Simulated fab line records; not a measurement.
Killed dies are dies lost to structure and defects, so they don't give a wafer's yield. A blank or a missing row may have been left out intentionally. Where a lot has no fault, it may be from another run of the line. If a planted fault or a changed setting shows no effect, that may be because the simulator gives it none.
Chamber matching | flow sky130 | SKY_POLY_GATE_ETCH_15 on rieDiel-02 has 4 sister chambers
The step etches BARC in N2/H2, stops on SiO2, time 118.5 s, target depth 110 nm. 16 wafers are shown with their chamber, then 8 later ones without.

== EACH WAFER AND ITS CHAMBER ==
wafer  | chamber | throttleValvePct (%) | oesProductAu (a.u.) | h2FlowSccm (sccm)
L330.2 | 1       | 13.218               | 0.720               | 199.8
L330.4 | 3       | 13.208               | 0.709               | 199.9
L330.6 | 3       | 13.219               | 0.727               | 200.1
L331.1 | 0       | 13.201               | 0.707               | 200.3
L331.2 | 1       | 13.220               | 0.719               | 199.1
L331.5 | 3       | 13.216               | 0.713               | 199.9
L334.1 | 1       | 13.216               | 0.713               | 201.5
L334.5 | 0       | 13.213               | 0.724               | 199.4
L334.6 | 2       | 13.203               | 0.711               | 198.6
L335.1 | 1       | 13.223               | 0.722               | 199.6
L335.2 | 0       | 13.227               | 0.717               | 200.5
L335.3 | 2       | 13.203               | 0.711               | 200.1
L336.3 | 0       | 13.213               | 0.708               | 200.2
L336.4 | 0       | 13.216               | 0.717               | 199.4
L336.5 | 1       | 13.216               | 0.718               | 200.4
L340.1 | 0       | 13.226               | 0.713               | 200.2

SIGNATURES (averages over the wafers above)
reading          | chamber 0 | chamber 1 | chamber 2 | chamber 3 | scatter within a chamber
throttleValvePct | 13.21600  | 13.21860  | 13.20300  | 13.21433  | 0.00685
oesProductAu     | 0.71433   | 0.71840   | 0.71100   | 0.71633   | 0.00597
h2FlowSccm       | 200.000   | 200.080   | 199.350   | 199.967   | 0.688
Rule: distance of a wafer from a chamber = root of the sum over the readings of ((wafer's reading minus chamber's mean) / reading's scatter) squared. If the next closest chamber is less than 2 further off than the closest, the wafer can't be placed; otherwise it belongs to the closest. The scatter: the root of (the sum of the squares of (reading less its chamber's mean) over the shown wafers, divided by (wafers less chambers)).

== WAFERS WITHOUT THEIR CHAMBER ==
wafer  | throttleValvePct (%) | oesProductAu (a.u.) | h2FlowSccm (sccm)
L340.2 | 13.217               | 0.713               | 199.5
L340.5 | 13.202               | 0.713               | 199.9
L343.1 | 13.213               | 0.719               | 199.6
L343.3 | 13.226               | 0.725               | 199.6
L343.4 | 13.212               | 0.710               | 200.1
L344.3 | 13.212               | 0.715               | 200.0
L344.4 | 13.222               | 0.716               | 200.3
L344.5 | 13.211               | 0.718               | 199.9

== CHAMBER TAKEN BY EACH ==
wafer  | from the rows above               | in truth
L340.2 | can't be placed: 0 or 3 or 1 or 2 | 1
L340.5 | can't be placed: 2 or 3 or 0 or 1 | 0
L343.1 | can't be placed: 3 or 0 or 1 or 2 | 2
L343.3 | can't be placed: 1 or 3 or 0      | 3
L343.4 | can't be placed: 0 or 3 or 1 or 2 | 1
L344.3 | can't be placed: 3 or 0 or 1 or 2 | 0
L344.4 | can't be placed: 1 or 0 or 3      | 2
L344.5 | can't be placed: 3 or 0 or 1 or 2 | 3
Correct placement for 0 of the 8. Unplaceable from these rows: 8, with the true chamber sitting among the candidates in 7. Wrongly placed: 0.
